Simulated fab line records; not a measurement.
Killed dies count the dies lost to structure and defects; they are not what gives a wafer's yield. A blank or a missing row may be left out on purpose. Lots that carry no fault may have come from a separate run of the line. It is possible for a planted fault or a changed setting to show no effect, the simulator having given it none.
Split-lot experiment | flow sfq_line | 27 wafers read from 5 lots, route of 325 steps

## ABOUT THE SPLIT
At SFQ_TRILAYER_I1_DEP_PECVD_045 (deposits SiO2 from SiH4/N2O, time 111.11 s, target thk 500 nm), the setting time_s was moved away from the recipe's 111.11 s on 9 of the 27 wafers read, by -17.1% to +21.3%. For the rest of the wafers, this setting stayed at what the recipe calls for.

The reading is taken at the split's own step.

## THE READING
SiO2_of_TRILAYER_I1_DEP_PECVD_045.thk_nm (the simulator's own value, which no gauge read), in nm, at SFQ_TRILAYER_I1_DEP_PECVD_045 (deposits SiO2 from SiH4/N2O, time 111.11 s, target thk 500 nm). The file gives no usual value for it. Average 501.9 nm, standard deviation 5.3 nm, over the 18 wafers here run with the recipe.

wafer  | tool, chamber at the split | time_s as run, s | against the recipe | SiO2_of_TRILAYER_I1_DEP_PECVD_045.thk_nm, nm | against lot-mates on the recipe
L079.1 | pecvd-03, 2                | 111.11           | recipe             | 497.7                                        | -
L079.2 | pecvd-03, 0                | 134.8            | +21.3%             | 607.3                                        | +105.3
L079.3 | pecvd-03, 1                | 111.11           | recipe             | 501.9                                        | -
L079.4 | pecvd-03, 1                | 134.8            | +21.3%             | 615                                          | +113.0
L079.5 | pecvd-03, 2                | 111.11           | recipe             | 506.5                                        | -
L079.6 | pecvd-03, 0                | 134.8            | +21.3%             | 611.7                                        | +109.7
L080.1 | pecvd-03, 0                | 111.11           | recipe             | 504.5                                        | -
L080.2 | pecvd-03, 1                | 111.11           | recipe             | 495.6                                        | -
L080.3 | pecvd-03, 2                | 111.11           | recipe             | 491.4                                        | -
L081.1 | pecvd-02, 2                | 92.11            | -17.1%             | 409.3                                        | -94.8
L081.2 | pecvd-02, 0                | 111.11           | recipe             | 503.8                                        | -
L081.3 | pecvd-02, 1                | 111.11           | recipe             | 501.5                                        | -
L081.4 | pecvd-02, 0                | 111.11           | recipe             | 507                                          | -
L081.5 | pecvd-02, 2                | 92.11            | -17.1%             | 419.6                                        | -84.5
L081.6 | pecvd-02, 1                | 92.11            | -17.1%             | 421.3                                        | -82.8
L084.1 | pecvd-03, 1                | 133.9            | +20.5%             | 599.4                                        | +92.4
L084.2 | pecvd-03, 0                | 133.9            | +20.5%             | 607.9                                        | +100.9
L084.3 | pecvd-03, 2                | 133.9            | +20.5%             | 592                                          | +85.0
L084.4 | pecvd-03, 0                | 111.11           | recipe             | 516.7                                        | -
L084.5 | pecvd-03, 1                | 111.11           | recipe             | 502.9                                        | -
L084.6 | pecvd-03, 2                | 111.11           | recipe             | 501.3                                        | -
L085.1 | pecvd-04, 2                | 111.11           | recipe             | 502.4                                        | -
L085.2 | pecvd-04, 1                | 111.11           | recipe             | 497.8                                        | -
L085.3 | pecvd-04, 0                | 111.11           | recipe             | 497.5                                        | -
L085.4 | pecvd-04, 1                | 111.11           | recipe             | 498.8                                        | -
L085.5 | pecvd-04, 2                | 111.11           | recipe             | 504.4                                        | -
L085.6 | pecvd-04, 0                | 111.11           | recipe             | 503.3                                        | -

FIT RESULTS
A straight line over all 27 wafers: SiO2_of_TRILAYER_I1_DEP_PECVD_045.thk_nm changes by +4.97 nm for each +1% of time_s; r = +0.99; the points scatter about the line by 5.7 nm.
The same after taking each lot's own level away (the mean of its wafers on the recipe; 27 wafers): +4.92 nm for each +1%; r = +0.99; scatter 5.8 nm.
That fit puts the effect of the largest move of time_s on the reading at 1e+02 nm.
From 497.17 to 506.97 nm: that is the span of the lots' own levels, equal to 1.9 times the standard deviation above.
The two slopes are in agreement: the lot-to-lot level therefore moves the slope only a little.
Check: for one of the wafers moved furthest among these (+21.3%), held out of the fit, the line's prediction against its lot-mates is +104 nm. It came out at +105 nm against them.

## ADDITIONAL SPLITS CARRIED BY THESE WAFERS
Before the reading, these wafers also passed through other splits. Each is held against what the fit with the lots' levels taken away leaves over:
other split on the same wafers                | wafers away from the commonest value | r with SiO2_of_TRILAYER_I1_DEP_PECVD_045.thk_nm (lot level and that fit taken away)
SFQ_TRILAYER_INCOMING_OXIDATION_002 ox_time_s | 6                                    | -0.28
SFQ_TRILAYER_I0_DEP_PECVD_027 time_s          | 9                                    | +0.07

## THE WHOLE CHAIN: every reading that the file lists as answering this split, in the file's order
step                          | what it does                                                  | reading                                                                                   | change (the file's fit)              | r (the file's)
SFQ_TRILAYER_I1_DEP_PECVD_045 | deposits SiO2 from SiH4/N2O, time 111.11 s, target thk 500 nm | SiO2_of_TRILAYER_I1_DEP_PECVD_045.thk_nm (the simulator's own value, which no gauge read) | +4.9 nm for each +1% of the setting  | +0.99
SFQ_TRILAYER_I1_CMP_CMP_046   | polishes SiO2                                                 | time_to_endpoint_s                                                                        | withheld for each +1% of the setting | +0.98

## THE FILE'S OWN FIT
SiO2_of_TRILAYER_I1_DEP_PECVD_045.thk_nm changes by +4.9 nm for each +1% of time_s, r = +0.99.
